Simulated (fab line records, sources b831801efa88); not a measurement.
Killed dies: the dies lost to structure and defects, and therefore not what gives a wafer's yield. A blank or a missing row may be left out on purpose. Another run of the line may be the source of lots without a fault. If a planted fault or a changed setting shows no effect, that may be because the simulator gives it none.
fab line records -- flow gf180mcu -- part 2 of 2: steps 32 to 41 of 41
record lots=5, wafers=15, last-day=33
route steps=602 shown VT_IMPLANT@121 MVSD@136 NWELL@137 LVPWELL@138 MVPSD@139 DUAL_GATE@141 POLY_GATE@157
lots with no fault: from the same line, run without faults
start-h: the number of hours between the record's first day and the start of the first shown wafer of the lot -- wait-h: hours from the lot's prior step to this one -- " the same as in the row above -- L1.1+2: one row covering several wafers at once -- - no value present, or no start provided -- * or withheld: withheld -- < > ~ a bound
route shown NAME@n: names a module that has steps shown in the file, with the first one's number in the route -- usual: the fault-free wafers' mean and standard deviation -- same: alike in all rows -- chamber/n: place in a boat -- sites: the reading at each site -- _std_site: standard deviation of those values -- _edge_site: mean of outer sites minus mean of inner sites -- radius-mm: how far each site lies from the wafer's centre -- mask NAME#n: copy n -- behind: the tool/chamber that last shaped the wafer -- hold: reason for holding the lot/hours on hold/outcome of the hold -- device: the transistor (n, p or np) that didn't switch -- end of line: at the end of the route, the tests of the same wafers -- a step without rows: its recipe alone -- killed: dies that structure and defects cost at the first sort, which is not the same as the wafer's yield -- map: shows each die of a wafer: x if killed, . if not, _ if none is there
set.NAME: the run value of the setting; set.NAME@STEP: its run value at that earlier step -- model.NAME: the simulator's own value behind a step, which no gauge read
lots seen at some steps along the route; tables by step, rows by wafer
services: a tool's chamber out of use, with start hour (start-h, from the record's first day; less than 0 if before it), hours out, and reason
## steps
# step GF_DUAL_GATE_OVL_MEAS_11
# usual DUAL_GATE_OVL=1.1/1.2
lot.wafer,tool,chamber,start-h,wait-h,DUAL_GATE_OVL[nm]
L085.1,overlay-01,-,253.98,0.1,1.7
L085.2,overlay-01,-,253.98,0.1,3.2
L085.3,overlay-01,-,253.98,0.1,0.4
L086.1,overlay-01,-,255.53,0.1,0.9
L086.3,overlay-01,-,255.53,0.1,1.3
L086.4,overlay-01,-,255.53,0.1,1.9
L088.2,overlay-01,-,273.09,0.1,0.8
L088.3,overlay-01,-,273.09,0.1,2.2
L088.5,overlay-01,-,273.09,0.1,2.1
L089.3,overlay-02,-,278.80,0.1,1.4
L089.5,overlay-02,-,278.80,0.1,3.2
L089.6,overlay-02,-,278.80,0.1,2.7
L092.2,overlay-01,-,304.74,0.1,2.5
L092.3,overlay-01,-,304.74,0.1,3.8
L092.4,overlay-01,-,304.74,0.1,1.4
# step GF_DUAL_GATE_WET_ETCH_12
# recipe chemistry=dHF, target-depth-nm=13, dry=n2-spin, target=SiO2, temp-c=25, dilution=100:1, time-s=260
# usual bath-heat-duty-pct=6.3/0.64
lot.wafer,tool,chamber,start-h,wait-h,bath-heat-duty-pct
L085.1,wet-bench-04,2,254.02,0.0,6.6
L085.2,wet-bench-04,2,254.02,0.0,5.3
L085.3,wet-bench-04,2,254.02,0.0,6.3
L086.1,wet-bench-03,0,255.57,0.0,6.0
L086.3,wet-bench-03,0,255.57,0.0,8.1
L086.4,wet-bench-03,0,255.57,0.0,6.9
L088.2,wet-bench-01,3,273.12,0.0,5.7
L088.3,wet-bench-01,3,273.12,0.0,6.2
L088.5,wet-bench-01,3,273.12,0.0,5.0
L089.3,wet-bench-04,3,278.82,0.0,5.8
L089.5,wet-bench-04,3,278.82,0.0,5.4
L089.6,wet-bench-04,3,278.82,0.0,6.0
L092.2,wet-bench-04,1,304.77,0.0,7.3
L092.3,wet-bench-04,1,304.77,0.0,6.4
L092.4,wet-bench-04,1,304.77,0.0,6.6
# step GF_DUAL_GATE_STRIP_13
# recipe chemistry=O2/N2, power-w=1400, pressure-mtorr=1500, platen-temp-c=250, o2-flow-sccm=3000, n2-flow-sccm=300, overash-fraction=0.5
# usual drypump-motor-current-A=5.8/0.47, heater-power-w=308/26, oes-product-au=0.715/0.005, strip-time-to-endpoint-s=12.63/0.037
# same overash-fraction=0.5
lot.wafer,tool,chamber,start-h,wait-h,drypump-motor-current-A,heater-power-w,oes-product-au,rf-hours-counter-h,strip-time-to-endpoint-s
L085.1,plasma-asher-01,1,254.10,0.0,5.3,281,0.709,13,12.61
L085.2,plasma-asher-01,0,254.10,0.0,5.2,318,0.718,13,12.56
L085.3,plasma-asher-01,1,254.10,0.0,5.3,289,0.710,-,12.59
L086.1,plasma-asher-01,1,255.65,0.0,5.3,290,0.712,13,12.58
L086.3,plasma-asher-01,0,255.65,0.0,5.2,311,0.709,-,12.63
L086.4,plasma-asher-01,1,255.65,0.0,5.3,287,0.721,-,12.57
L088.2,plasma-asher-02,0,273.21,0.0,6.4,315,0.711,46,12.63
L088.3,plasma-asher-02,1,273.21,0.0,6.2,269,0.708,-,12.62
L088.5,plasma-asher-02,1,273.21,0.0,6.2,271,0.709,-,12.61
L089.3,plasma-asher-01,0,278.94,0.0,5.2,316,0.717,-,12.65
L089.5,plasma-asher-01,0,278.94,0.0,5.2,318,0.713,-,12.65
L089.6,plasma-asher-01,1,278.94,0.0,5.2,289,0.715,-,12.65
L092.2,plasma-asher-02,0,304.85,0.0,6.4,320,0.715,50,12.61
L092.3,plasma-asher-02,1,304.85,0.0,6.1,270,0.717,-,12.64
L092.4,plasma-asher-02,0,304.85,0.0,6.4,311,0.724,-,12.58
# step GF_DUAL_GATE_CLEAN_14
# recipe chemistry=SC1/SC2, mix=1:4:20, temp-c=70, time-s=150, dry=n2-spin
# usual bath-guard-temp-C=70.0/0.55, bath-heat-duty-pct=13.6/1.2
lot.wafer,tool,chamber,start-h,wait-h,bath-guard-temp-C,bath-heat-duty-pct
L085.1,wet-bench-03,1,254.20,0.1,69.5,15.2
L085.2,wet-bench-03,1,254.20,0.1,69.8,13.1
L085.3,wet-bench-03,1,254.20,0.1,69.6,12.6
L086.1,wet-bench-04,0,255.75,0.1,69.7,15.3
L086.3,wet-bench-04,0,255.75,0.1,69.5,15.5
L086.4,wet-bench-04,0,255.75,0.1,69.5,14.8
L088.2,wet-bench-03,3,273.31,0.1,70.4,13.5
L088.3,wet-bench-03,3,273.31,0.1,70.5,14.4
L088.5,wet-bench-03,3,273.31,0.1,70.4,14.7
L089.3,wet-bench-01,0,279.00,0.0,69.6,13.0
L089.5,wet-bench-01,0,279.00,0.0,70.0,13.3
L089.6,wet-bench-01,0,279.00,0.0,70.0,13.3
L092.2,wet-bench-03,3,304.95,0.1,70.5,14.6
L092.3,wet-bench-03,3,304.95,0.1,70.3,13.6
L092.4,wet-bench-03,3,304.95,0.1,70.8,14.4
# step GF_DUAL_GATE_OXIDATION_15
# recipe temp-c=850, ambient=O2, stabilise-s=600, purge-s=300, target-thk-a=70.98, ox-time-s=1995
# usual spike-tc-bottom-C=867.7/1.1, spike-tc-upper-C=851.2/1.6
# same purge-s=300
lot.wafer,tool,chamber,start-h,wait-h,spike-tc-bottom-C,spike-tc-upper-C
L085.1,furnace-02,0,254.25,0.0,867.0,852.6
L085.2,furnace-02,0,254.25,0.0,867.8,851.4
L085.3,furnace-02,0,254.25,0.0,868.0,852.2
L086.1,furnace-01,0,256.51,0.7,867.7,850.2
L086.3,furnace-01,0,256.51,0.7,866.4,850.6
L086.4,furnace-01,0,256.51,0.7,869.3,849.8
L088.2,furnace-01,0,273.36,0.0,866.1,849.1
L088.3,furnace-01,0,273.36,0.0,867.1,850.3
L088.5,furnace-01,0,273.36,0.0,865.6,848.3
L089.3,furnace-01,0,279.66,0.6,865.9,848.6
L089.5,furnace-01,0,279.66,0.6,866.8,850.5
L089.6,furnace-01,0,279.66,0.6,865.6,850.0
L092.2,furnace-01,0,305.00,0.0,866.3,849.9
L092.3,furnace-01,0,305.00,0.0,867.4,850.3
L092.4,furnace-01,0,305.00,0.0,869.4,847.8
# step GF_POLY_GATE_CVD_00
# recipe material=poly-Si, target-thk-nm=200, temp-c=620, time-s=1200, pressure-mtorr=200
# usual spike-tc-bottom-C=640.5/1.8, spike-tc-upper-C=619.4/1.1
lot.wafer,tool,chamber,start-h,wait-h,spike-tc-bottom-C,spike-tc-upper-C
L085.1,lpcvd-02,1,255.80,0.0,637.0,620.5
L085.2,lpcvd-02,1,255.80,0.0,639.5,619.1
L085.3,lpcvd-02,1,255.80,0.0,639.2,620.9
L086.1,lpcvd-02,0,258.07,0.0,638.7,619.7
L086.3,lpcvd-02,0,258.07,0.0,638.6,619.0
L086.4,lpcvd-02,0,258.07,0.0,641.5,618.7
L088.2,lpcvd-02,0,274.92,0.0,640.0,618.3
L088.3,lpcvd-02,0,274.92,0.0,640.7,618.8
L088.5,lpcvd-02,0,274.92,0.0,640.9,621.6
L089.3,lpcvd-01,1,281.21,0.0,644.0,620.1
L089.5,lpcvd-01,1,281.21,0.0,645.7,620.1
L089.6,lpcvd-01,1,281.21,0.0,641.7,621.7
L092.2,lpcvd-02,1,306.56,0.0,639.4,620.2
L092.3,lpcvd-02,1,306.56,0.0,638.3,620.5
L092.4,lpcvd-02,1,306.56,0.0,638.2,617.8
# step GF_POLY_GATE_THK_MEAS_01
# recipe reads=poly-Si_of_POLY_GATE_CVD_00
# usual POLY_GATE_CVD_00_THK=200.4/2.1
lot.wafer,tool,chamber,start-h,wait-h,POLY_GATE_CVD_00_THK[nm]
L085.1,film-metro-02,-,257.14,0.0,199.4
L085.2,film-metro-02,-,257.14,0.0,197.8
L085.3,film-metro-02,-,257.14,0.0,198.5
L086.1,film-metro-04,-,259.40,0.0,200.4
L086.3,film-metro-04,-,259.40,0.0,201.5
L086.4,film-metro-04,-,259.40,0.0,201.9
L088.2,film-metro-04,-,276.26,0.0,202.4
L088.3,film-metro-04,-,276.26,0.0,203.8
L088.5,film-metro-04,-,276.26,0.0,203.4
L089.3,film-metro-02,-,282.56,0.0,201.9
L089.5,film-metro-02,-,282.56,0.0,200.2
L089.6,film-metro-02,-,282.56,0.0,201.4
L092.2,film-metro-03,-,307.90,0.0,202.7
L092.3,film-metro-03,-,307.90,0.0,202.9
L092.4,film-metro-03,-,307.90,0.0,201.8
# step GF_POLY_GATE_DEHYDRATE_02
# recipe temp-c=200, time-s=60
lot.wafer,tool,chamber,start-h,wait-h
L085.1+2+3,litho-track-04,0,265.95,8.8
L086.1+3+4,litho-track-01,0,268.38,9.0
L088.2+3+5,litho-track-01,0,285.75,9.5
L089.3+5+6,litho-track-03,0,291.83,9.3
L092.2+3+4,litho-track-03,0,317.61,9.7
# step GF_POLY_GATE_HMDS_03
# recipe prime-time-s=60, prime-temp-c=120
lot.wafer,tool,chamber,start-h,wait-h
L085.1+2+3,litho-track-04,0,266.10,0.1
L086.1+3+4,litho-track-01,0,268.53,0.1
L088.2+3+5,litho-track-01,0,285.90,0.1
L089.3+5+6,litho-track-03,0,291.98,0.1
L092.2+3+4,litho-track-03,0,317.76,0.1
# step GF_POLY_GATE_COAT_04
# recipe resist=BARC, temp-c=withheld, time-s=withheld, spin-rpm=withheld, resist-thk-nm=withheld
lot.wafer,tool,chamber,start-h,wait-h
L085.1+2+3,litho-track-04,0,266.25,0.1
L086.1+3+4,litho-track-01,0,268.68,0.1
L088.2+3+5,litho-track-01,0,286.05,0.1
L089.3+5+6,litho-track-03,0,292.13,0.1
L092.2+3+4,litho-track-03,0,317.91,0.1
## services
tool,chamber,start-h,hours,kind
plasma-asher-01,-,194.26,2.8,pm
wet-bench-01,-,203.53,12.2,repair
furnace-01,-,217.08,3.3,pm
iline-stepper-02,-,217.13,1.7,pm
lpcvd-01,-,230.38,14.6,pm
iline-stepper-02,0,241.84,-,calibration
litho-track-02,-,248.44,-,consumable-replace:filter
implanter-02,-,255.26,4.7,pm
rtp-anneal-01,-,265.73,4.7,pm
plasma-asher-04,-,274.57,1.7,repair
plasma-asher-04,-,285.25,8.7,repair
plasma-asher-01,-,290.04,1.3,repair
implanter-04,-,293.70,1.3,repair
plasma-asher-03,-,303.28,0.4,repair
implanter-03,-,307.52,14.4,repair
wet-bench-03,-,307.67,1.0,repair
iline-stepper-01,-,310.82,0.8,repair
iline-stepper-01,-,315.94,1.7,pm
iline-stepper-02,-,317.60,4.4,pm
